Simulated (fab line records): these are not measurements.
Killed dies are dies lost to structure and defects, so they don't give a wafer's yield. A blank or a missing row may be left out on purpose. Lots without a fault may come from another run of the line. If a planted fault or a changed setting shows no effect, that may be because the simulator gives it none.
Comparing a struck lot with a sound one -- flow sky130 -- 16 steps out of a route of 708
Sound: these wafers, L295.1, L295.4, L295.6. Struck: wafer L314.3. (L314.6 of the same lot was not struck and is left out.) The cause comes at the end.
At each step with rows: each side's tool, then ch and its chambers, then its first start. Under that, the readings that differ: sound wafers -- struck wafers -- difference of the means -- sigmas: that difference in standard deviations of wafers without a fault.
alike: same words and numbers on both sides, and readings whose means sit less than 2 such deviations apart. not compared: any withheld reading, any reading some wafer has no value for, any bound like >300 that may hide the same value, and any number with overlapping values for which the record gives no deviation.
A row with sigmas, a row that says differs or no value, or rows on one side alone: a step with any of these is where the two part. Numbers that have no deviation but don't overlap get no sigmas and don't part them. A reading that every wafer of one side lacks parts them only if that side has two wafers or more.

first, 7 steps without rows for these wafers: SKY_METAL4_HMDS_06 (prime time 60 s); SKY_METAL4_COAT_07 (resist thk 60 nm); SKY_METAL4_COAT_08 (resist thk 1140 nm); SKY_METAL4_SOFTBAKE_09 (time 90 s); SKY_METAL4_EXPOSE_10 (exposes mask MM4, target cd 300 nm); SKY_METAL4_PEB_11; SKY_METAL4_DEVELOP_12 (develop time 60 s).
SKY_METAL4_CD_MEAS_13: target cd 300 nm.
  sound on cd sem-02, day 41 23:10; struck on cd sem-02, day 47 07:19
  alike: cd nm
SKY_METAL4_OVL_MEAS_14:
  sound on overlay-01, day 41 23:17; struck on overlay-02, day 47 07:24
  alike: METAL4_OVL
SKY_METAL4_DESCUM_15: chemistry O2, time 8 s.
  sound on rie metal-03 ch 0, day 41 23:20; struck on rie metal-03 ch 1, day 47 07:26
reading,sound,struck,difference,sigmas
rf fwd power W (W),147.0 147.7 147.9,145.7,-1.8,-2
  alike: drypump motor current A, oes product au
  not compared: rf hours counter h
SKY_METAL4_ETCH_16: etches BARC in N2/H2, stops on SiO2, time 88.2 s, target depth 60 nm.
  sound on rie metal-03 ch 0, day 41 23:22; struck on rie metal-03 ch 1, day 47 07:29
  alike: drypump motor current A, oes product au, rf fwd power W, throttle valve pct
  not compared: rf hours counter h
SKY_METAL4_ETCH_17: etches SiO2 in C4F8/O2/Ar, stops on TiN, time 3.9 s, target depth 15 nm.
  sound on rie diel-02 ch 2,3, day 41 23:28; struck on rie diel-02 ch 0, day 47 07:34
  alike: oes product au, rf fwd power W
  not compared: rf hours counter h
SKY_METAL4_METAL_ETCH_18: etches the open film in Cl2/BCl3, stops on SiO2, target depth 845 nm, time 183.1 s.
  sound on rie metal-01 ch 0,1, day 41 23:29; struck on rie metal-01 ch 1, day 47 07:38
reading,sound,struck,difference,sigmas
model.KrF-thick_of_METAL4_COAT_08.thk nm (nm),531.1 544.1 529.5,267,-268,
model.METAL4.cd nm (nm),289.8 309.1 292.7,269.9,-27.3,
model.SiO2_of_VIA3_HDPCVD_00.thk nm (nm),432.7 434.5 435.1,423.7,-10.4,
  alike: drypump motor current A, oes product au, rf fwd power W, throttle valve pct
  not compared: rf hours counter h
SKY_METAL4_STRIP_19: strips in O2/N2.
  sound on plasma asher-04 ch 0, day 41 23:40; struck on plasma asher-04 ch 1, day 47 07:47
reading,sound,struck,difference,sigmas
oes product au (a.u.),0.503 0.508 0.499,0.396,-0.107,-16
strip time to endpoint s (s),6.57 6.71 6.56,3.86,-2.75,-29
  alike: drypump motor current A, o2 flow sccm
  not compared: rf hours counter h
then, 1 step without rows for these wafers: SKY_METAL4_STRIP_20 (strips in post etch residue remover, time 1200 s).
-- the record jumps here: 3 days lie between the struck wafers' starts before and after (it left off in module METAL4 and takes up again in module PAD_OPEN, whose first step shown is number 708 of the route) --
SKY_PAD_OPEN_PROBE_99:
  sound on prober-01, day 45 22:55; struck on prober-02, day 50 14:03
reading,sound,struck,difference,sigmas
model.etest.met4.width nm (nm),291.4 308.4 289.4,270.1,-26.3,
model.etest.met4.line ohm um,0.1481 0.1381 0.1497,0.1552,+0.0099,
  alike: defect limited yield, killed_at_M0_to_M3, killed_at_M4_up, killed at contacts, killed at front end, killed at other, killed dies, killed open, killed short, sort_bin_3_pad_short, sort_bin_5_function, sort_bin_6_memory, sort n pass, sort yield pct

WHERE THEY PART
Earliest at SKY_METAL4_DESCUM_15; latest, in this record, at SKY_METAL4_STRIP_19. Later steps at which nothing parts them and some readings are alike: SKY_PAD_OPEN_PROBE_99.

WHY: what the simulator had put in
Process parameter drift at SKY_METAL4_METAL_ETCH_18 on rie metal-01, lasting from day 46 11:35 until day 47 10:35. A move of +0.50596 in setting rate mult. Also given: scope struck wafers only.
